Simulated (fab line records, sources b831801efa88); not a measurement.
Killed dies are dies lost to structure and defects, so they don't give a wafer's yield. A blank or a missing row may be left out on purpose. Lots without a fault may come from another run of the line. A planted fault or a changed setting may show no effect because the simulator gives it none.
A struck lot beside a sound one | flow sky130 | 45 steps out of a route of 708
Sound: wafers L775.3, L775.5, L775.6. Struck: wafers L766.2, L766.5, L766.6. The cause comes at the end.
At each step with rows: each side's tool, then ch and its chambers, then its first start. Under that, the readings that differ: sound wafers | struck wafers | difference of the means | sigmas: that difference in standard deviations of wafers without a fault.
alike: readings whose means differ by less than 2 such deviations, and words and numbers that are the same on both sides. not compared: withheld readings, readings that some wafer has no value for, bounds like >300 that may hide the same value, and numbers for which the record gives no deviation and whose values overlap.
The two part at a step that has a row with sigmas, a row that says differs or no value, or rows on one side only. Numbers that don't overlap but have no deviation are shown without sigmas and don't part them. A reading that every wafer of one side lacks parts them only if that side has two wafers or more.

first, 1 step without rows for these wafers: SKY_FIELD_ISO_CVD_24 (deposits SiO2, target thk 595 nm, time 99.2 s).
SKY_FIELD_ISO_THK_MEAS_25:
  sound on film_metro-03, day 5 12:53; struck on film_metro-01, day 3 16:53
  alike: FIELD_ISO_CVD_24_THK
then, 1 step without rows for these wafers: SKY_FIELD_ISO_ANNEAL_26 (time 1800 s).
SKY_FIELD_ISO_CMP_27: polishes, stops on Si3N4, t overpolish 16 s, target thk 457.8 nm.
  sound on cmp-02 ch 0,1, day 5 14:26; struck on cmp-01 ch 0,2,3, day 3 18:35
  reading             | sound          | struck         | difference | sigmas
  motor_current_A (A) | 13.8 13.1 15.1 | 10.3 11.0 11.1 | -3.2       | -2
  alike: overpolish_run_s, time_to_endpoint_s
then, 5 steps without rows for these wafers: SKY_FIELD_ISO_WET_ETCH_28 (etches SiO2 in dHF, target depth 23.7 nm, time 47 s); SKY_FIELD_ISO_WET_ETCH_29 (etches Si3N4 in H3PO4, target depth 160 nm, time 1825 s); SKY_FIELD_ISO_WET_ETCH_30 (etches SiO2 in dHF, target depth 25 nm, time 50 s); SKY_NWELL_CLEAN_00 (cleans in SC1/SC2, time 150 s); SKY_NWELL_OXIDATION_01 (stabilise 600 s, purge 300 s, target thk 10 nm).
SKY_NWELL_THK_MEAS_02:
  sound on film_metro-04, day 5 16:46; struck on film_metro-02, day 3 20:46
  reading                  | sound             | struck         | difference | sigmas
  NWELL_OXIDATION_THK (nm) | 10.43 10.55 10.53 | 9.71 9.88 9.74 | -0.73      | -4
then, 2 steps without rows for these wafers: SKY_DNWELL_DEHYDRATE_00 (time 60 s); SKY_DNWELL_HMDS_01 (prime time 60 s).
SKY_DNWELL_COAT_02: resist thk 3000 nm.
  sound on litho_track-02 ch 0, day 6 01:58; struck on litho_track-03, day 4 05:01
  no value came back on the struck wafers for chill_plate_temp_C (C), dispense_pressure_kPa (kPa); on the sound wafers chill_plate_temp_C (C) reads 23.06 22.97 23.12
then, 5 steps without rows for these wafers: SKY_DNWELL_SOFTBAKE_03; SKY_DNWELL_EXPOSE_04 (exposes mask DNM, target cd 3000 nm); SKY_DNWELL_PEB_05; SKY_DNWELL_DEVELOP_06 (develop time 60 s); SKY_DNWELL_IMPLANT_07.
SKY_DNWELL_STRIP_08: strips in O2/N2.
  sound on plasma_asher-02 ch 0,1, day 6 12:01; struck on plasma_asher-02 ch 0,1, day 4 13:23
  no value came back on the struck wafers for oes_product_au (a.u.), strip_time_to_endpoint_s (s); on the sound wafers oes_product_au (a.u.) reads 0.733 0.713 0.715
  alike: drypump_motor_current_A
  not compared: rf_hours_counter_h
SKY_DNWELL_TW_MEAS_09:
  sound on film_metro-03, day 6 12:07; struck on film_metro-04, day 4 13:30
  reading   | sound          | struck         | difference | sigmas
  DNWELL_TW | 1096 1098 1098 | 1118 1113 1120 | +20        | +2
then, 7 steps without rows for these wafers: SKY_PWDE_DEHYDRATE_00 (time 60 s); SKY_PWDE_HMDS_01 (prime time 60 s); SKY_PWDE_COAT_02 (resist thk 3000 nm); SKY_PWDE_SOFTBAKE_03; SKY_PWDE_EXPOSE_04 (exposes mask PWDEM, target cd 840 nm); SKY_PWDE_PEB_05; SKY_PWDE_DEVELOP_06 (develop time 60 s).
SKY_PWDE_OVL_MEAS_07:
  sound on overlay-02, day 7 07:26; struck on overlay-01, day 5 06:25
  alike: PWDE_OVL
then, 1 step without rows for these wafers: SKY_PWDE_IMPLANT_08.
SKY_PWDE_STRIP_09: strips in O2/N2.
  sound on plasma_asher-04 ch 0,1, day 7 07:39; struck on plasma_asher-01 ch 0,1, day 5 06:36
  reading                     | sound       | struck      | difference | sigmas
  drypump_motor_current_A (A) | 5.8 6.6 5.8 | 4.8 4.8 5.2 | -1.1       | -2
  alike: oes_product_au, strip_time_to_endpoint_s
  not compared: rf_hours_counter_h
SKY_PWDE_TW_MEAS_10:
  sound on film_metro-04, day 7 07:44; struck on film_metro-04, day 5 06:43
  reading | sound       | struck         | difference | sigmas
  PWDE_TW | 371 374 374 | 1137 1139 1141 | +766       | +99 or more
then, 7 steps without rows for these wafers: SKY_NWELL_DEHYDRATE_03 (time 60 s); SKY_NWELL_HMDS_04 (prime time 60 s); SKY_NWELL_COAT_05 (resist thk 3000 nm); SKY_NWELL_SOFTBAKE_06; SKY_NWELL_EXPOSE_07 (exposes mask NWM, target cd 840 nm); SKY_NWELL_PEB_08; SKY_NWELL_DEVELOP_09 (develop time 60 s).
SKY_NWELL_OVL_MEAS_10:
  sound on overlay-01, day 8 03:09; struck on overlay-01, day 6 01:23
  alike: NWELL_00_OVL
then, 3 steps without rows for these wafers: SKY_NWELL_IMPLANT_11; SKY_NWELL_IMPLANT_12; SKY_NWELL_IMPLANT_13.
SKY_NWELL_TW_MEAS_15:
  sound on film_metro-04, day 8 03:44; struck on film_metro-03, day 6 01:59
  reading  | sound          | struck         | difference | sigmas
  NWELL_TW | 1813 1807 1810 | 1905 1911 1904 | +97        | +7
SKY_NWELL_TW_MEAS_26:
  sound on film_metro-04, day 8 23:17; struck on film_metro-04, day 6 21:13
  reading    | sound       | struck         | difference | sigmas
  NWELL_2_TW | 495 496 497 | 1140 1148 1152 | +651       | +99 or more
-- the record jumps here: 41 days lie between the struck wafers' starts before and after (it left off in module NWELL and takes up again in module PAD_OPEN, whose first step shown is number 708 of the route) --
SKY_PAD_OPEN_PROBE_99:
  sound on prober-02, day 49 13:04; struck on prober-01, day 47 18:59
  reading             | sound    | struck      | difference | sigmas
  killed_at_front_end | 11 14 16 | 425 430 419 | +411       | +99 or more
  killed_dies         | 76 88 83 | 492 492 492 | +410       | +47
  killed_on_rim       | 11 14 14 | 96 96 96    | +83        | +22
  alike: killed_at_M0_to_M3, killed_at_M4_up, killed_at_contacts, killed_at_other, killed_open, killed_short

WHERE THEY PART
First at SKY_FIELD_ISO_CMP_27; last, within this record, at SKY_PAD_OPEN_PROBE_99.

WHY: what the simulator had put in
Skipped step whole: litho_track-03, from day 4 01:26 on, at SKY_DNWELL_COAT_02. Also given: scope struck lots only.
